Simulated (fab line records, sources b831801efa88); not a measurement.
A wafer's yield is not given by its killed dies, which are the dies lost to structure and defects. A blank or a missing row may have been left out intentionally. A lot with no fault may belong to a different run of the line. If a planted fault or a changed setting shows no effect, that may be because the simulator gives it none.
Struck lot and sound lot, side by side | flow sky130 | 16 out of 708 route steps
Sound: these wafers, L842.1, L842.3, L842.5. Struck: wafer L845.1 (left out: L845.3, L845.4 of the same lot, which were not struck); the cause appears at the end.
Order at every step that has rows: each side's tool, ch and its chambers, its first start. Under that, the readings that differ: sound wafers | struck wafers | difference of the means | sigmas: that difference in standard deviations of wafers without a fault.
alike: same words and numbers on both sides, and readings whose means sit less than 2 such deviations apart. not compared: any withheld reading, any reading some wafer has no value for, any bound like >300 that may hide the same value, and any number with overlapping values for which the record gives no deviation.
A row with sigmas, a row that says differs or no value, or rows on one side alone: a step with any of these is where the two part. When numbers do not overlap yet have no deviation, they are printed without sigmas and do not part them. A reading that every wafer of one side lacks parts them only if that side has two wafers or more.

first, 7 steps without rows for these wafers: SKY_METAL3_HMDS_06 (prime time 60 s); SKY_METAL3_COAT_07 (resist thk 60 nm); SKY_METAL3_COAT_08 (resist thk 1140 nm); SKY_METAL3_SOFTBAKE_09 (time 90 s); SKY_METAL3_EXPOSE_10 (exposes mask MM3, target cd 300 nm); SKY_METAL3_PEB_11; SKY_METAL3_DEVELOP_12 (develop time 60 s).
SKY_METAL3_CD_MEAS_13: the cd target is 300 nm.
  sound: cd-sem-02 at day 42 02:35; struck: cd-sem-01 at day 42 21:11
  reading    | sound             | struck | difference | sigmas
  cd-nm (nm) | 302.5 301.8 300.7 | 296.5  | -5.2       | -3
SKY_METAL3_OVL_MEAS_14:
  sound: overlay-01 at day 42 02:42; struck: overlay-01 at day 42 21:18
  alike: METAL3_OVL
SKY_METAL3_DESCUM_15: chemistry O2, time 8 s.
  sound on rie-metal-03 ch 1, day 42 02:44; struck on rie-metal-03 ch 0, day 42 21:20
  alike: drypump-motor-current-A, oes-product-au
  not compared: rf-hours-counter-h
SKY_METAL3_ETCH_16: etches BARC in N2/H2, stops on SiO2, time 88.2 s, target depth 60 nm.
  sound on rie-metal-03 ch 1, day 42 02:46; struck on rie-metal-03 ch 0, day 42 21:22
  reading                | sound                | struck | difference | sigmas
  throttle-valve-pct (%) | 13.203 13.206 13.206 | 13.183 | -0.022     | -2
  alike: drypump-motor-current-A, n2-flow-sccm, oes-product-au, run-length-s
  not compared: rf-hours-counter-h
SKY_METAL3_ETCH_17: etches SiO2 in C4F8/O2/Ar, stops on TiN, time 3.9 s, target depth 15 nm.
  sound on rie-diel-02 ch 0,1, day 42 02:52; struck on rie-diel-03 ch 0, day 42 21:28
  alike: oes-product-au
  not compared: rf-hours-counter-h
SKY_METAL3_METAL_ETCH_18: etches the open film in Cl2/BCl3, stops on SiO2, target depth 845 nm, time 183.1 s.
  sound on rie-metal-02 ch 0,1, day 42 02:53; struck on rie-metal-04 ch 1, day 42 21:29
  reading                                       | sound                | struck | difference | sigmas
  oes-product-au (a.u.)                         | 0.870 0.872 0.871    | 0.976  | +0.105     | +17
  run-length-s (s)                              | 211.9 211.7 212.2    | 191.6  | -20.3      | -27
  throttle-valve-pct (%)                        | 22.266 22.268 22.271 | 22.249 | -0.019     | -2
  model.KrF-thick_of_METAL3_COAT_08.thk-nm (nm) | 533.4 533.2 531.5    | 583.5  | +50.8      |
  model.METAL3.cd-nm (nm)                       | 300.4 301.1 301.4    | 298.5  | -2.5       |
  model.SiO2_of_VIA2_HDPCVD_00.thk-nm (nm)      | 464.2 465 464.5      | 469.5  | +4.9       |
  alike: drypump-motor-current-A
  not compared: rf-hours-counter-h
SKY_METAL3_STRIP_19: strips in O2/N2.
  sound on plasma-asher-01 ch 0,1, day 42 03:04; struck on plasma-asher-02 ch 0, day 42 21:40
  reading                      | sound             | struck | difference | sigmas
  oes-product-au (a.u.)        | 0.500 0.503 0.495 | 0.529  | +0.030     | +6
  strip-time-to-endpoint-s (s) | 6.59 6.60 6.57    | 7.09   | +0.50      | +9
  alike: drypump-motor-current-A, n2-flow-sccm
  not compared: rf-hours-counter-h
then, 1 step without rows for these wafers: SKY_METAL3_STRIP_20 (strips in post etch residue remover, time 1200 s).
-- the record jumps here: 6 days lie between the struck wafers' starts before and after (it left off in module METAL3 and takes up again in module PAD_OPEN, whose first step shown is number 708 of the route) --
SKY_PAD_OPEN_PROBE_99:
  sound: prober-02 at day 48 14:53; struck: prober-02 at day 49 06:16
  reading                        | sound             | struck | difference | sigmas
  killed-at-contacts             | 24 28 33          | 16     | -12        | -2
  killed-at-front-end            | 25 16 10          | 27     | +10        | +2
  sort_bin_3_pad_short (%)       | 0.6 0.4 0.2       | 1.4    | +1.0       | +2
  model.etest.met3.width-nm (nm) | 299.1 296.7 298.6 | 295.8  | -2.3       |
  alike: defect-limited-yield, killed_at_M0_to_M3, killed_at_M4_up, killed-at-other, killed-dies, killed-open, killed-short, sort_bin_5_function, sort_bin_6_memory, sort-n-pass, sort-yield-pct

WHERE THEY PART
First at SKY_METAL3_CD_MEAS_13; last, within this record, at SKY_PAD_OPEN_PROBE_99.

WHY: what had been put in by the simulator
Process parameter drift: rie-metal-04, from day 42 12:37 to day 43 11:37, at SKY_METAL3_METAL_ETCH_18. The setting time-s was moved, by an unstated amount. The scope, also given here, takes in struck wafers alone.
